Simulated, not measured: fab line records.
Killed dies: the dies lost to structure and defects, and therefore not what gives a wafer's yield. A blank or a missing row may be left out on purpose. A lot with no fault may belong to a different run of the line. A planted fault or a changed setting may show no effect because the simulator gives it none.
A lot that was struck, set against a sound lot	flow sky130	15 steps out of a route of 708
Sound: the wafers L445.1, L445.4, L445.5. The struck wafers were L454.1, L454.2, L454.6. The cause is given at the end.
At each step with rows: each side's tool, then ch and its chambers, then its first start. Under that, the readings that differ: sound wafers	struck wafers	difference of the means	sigmas: that difference in standard deviations of wafers without a fault.
alike: same words and numbers on both sides, and readings whose means sit less than 2 such deviations apart. not compared: any withheld reading, any reading some wafer has no value for, any bound like >300 that may hide the same value, and any number with overlapping values for which the record gives no deviation.
The two part at a step that has a row with sigmas, a row that says differs or no value, or rows on one side only. Numbers that have no deviation but don't overlap get no sigmas and don't part them. A reading that every wafer of one side lacks parts them only if that side has two wafers or more.

first, 8 steps without rows for these wafers: SKY_VIA2_DEHYDRATE_04 (time 60 s); SKY_VIA2_HMDS_05 (prime time 60 s); SKY_VIA2_COAT_06 (resist thk 60 nm); SKY_VIA2_COAT_07 (resist thk 450 nm); SKY_VIA2_SOFTBAKE_08 (time 90 s); SKY_VIA2_EXPOSE_09 (exposes mask VIM2, target cd 200 nm); SKY_VIA2_PEB_10; SKY_VIA2_DEVELOP_11 (develop time 60 s).
SKY_VIA2_CD_MEAS_12: target cd 200 nm.
  sound on cd-sem-01 at day 40 00:46; struck on cd-sem-01 at day 41 21:59
  alike: cd-nm
SKY_VIA2_OVL_MEAS_13:
  sound on overlay-02 at day 40 00:53; struck on overlay-02 at day 41 22:07
  alike: VIA2_OVL
SKY_VIA2_ETCH_14: etches BARC in N2/H2, stops on SiO2, time 45.9 s, target depth 60 nm.
  sound on rie-diel-04 ch 0,1,2, day 40 00:55; struck on rie-diel-02 ch 0,2, day 41 22:09
  alike: bias-w, drypump-motor-current-A, oes-product-au, throttle-valve-pct
  not compared: rf-hours-counter-h
SKY_VIA2_ETCH_15: etches SiO2 in C4F8/O2/Ar, stops on TiN, target depth 546 nm, time 84 s.
  sound on rie-diel-04 ch 0,1,2, day 40 00:58; struck on rie-diel-02 ch 0,2, day 41 22:11
  alike: bias-w, oes-product-au
  not compared: rf-hours-counter-h
SKY_VIA2_STRIP_16: strips in O2/N2.
  sound on plasma-asher-04 ch 0, day 40 01:01; struck on plasma-asher-01 ch 0,1, day 41 22:15
  no value came back on the struck wafers for chamber-pressure-mTorr (mTorr), drypump-motor-current-A (A), oes-product-au (a.u.), strip-time-to-endpoint-s (s); on the sound wafers chamber-pressure-mTorr (mTorr) reads 1500.0 1499.7 1499.6
reading	sound	struck	difference	sigmas
model.KrF-thick_of_VIA2_COAT_07.thk-nm (nm)	0 0 0	285.2 275.2 285.3	+281.9	
  not compared: rf-hours-counter-h
then, 1 step without rows for these wafers: SKY_VIA2_STRIP_17 (strips in post etch residue remover, time 1200 s).
-- the record jumps here: 8 days lie between the struck wafers' starts before and after (it left off in module VIA2 and takes up again in module PAD_OPEN, whose first step shown is number 708 of the route) --
SKY_PAD_OPEN_PROBE_99:
  sound on prober-01 at day 48 16:56; struck on prober-01 at day 50 03:46
reading	sound	struck	difference	sigmas
defect-limited-yield (%)	81.3 82.9 83.7	0 0 0	-83	-43
killed_at_M0_to_M3	43 47 39	444 457 446	+406	+57
killed-dies	92 84 80	492 492 492	+407	+44
killed-on-rim	13 20 12	96 96 96	+81	+20
sort_bin_5_function (%)	9.8 10.8 8.5	89.8 93.3 92.3	+82.1	+59
sort-n-pass	400 408 412	0 0 0	-407	-44
sort-yield-pct (%)	81.3 82.9 83.7	0 0 0	-83	-43
  alike: killed_at_M4_up, killed-at-contacts, killed-at-front-end, killed-at-other, killed-open, killed-short, sort_bin_3_pad_short, sort_bin_6_memory

WHERE THEY PART
Last at SKY_PAD_OPEN_PROBE_99 as far as this record goes, first at SKY_VIA2_STRIP_16.

WHY: what the simulator had put in
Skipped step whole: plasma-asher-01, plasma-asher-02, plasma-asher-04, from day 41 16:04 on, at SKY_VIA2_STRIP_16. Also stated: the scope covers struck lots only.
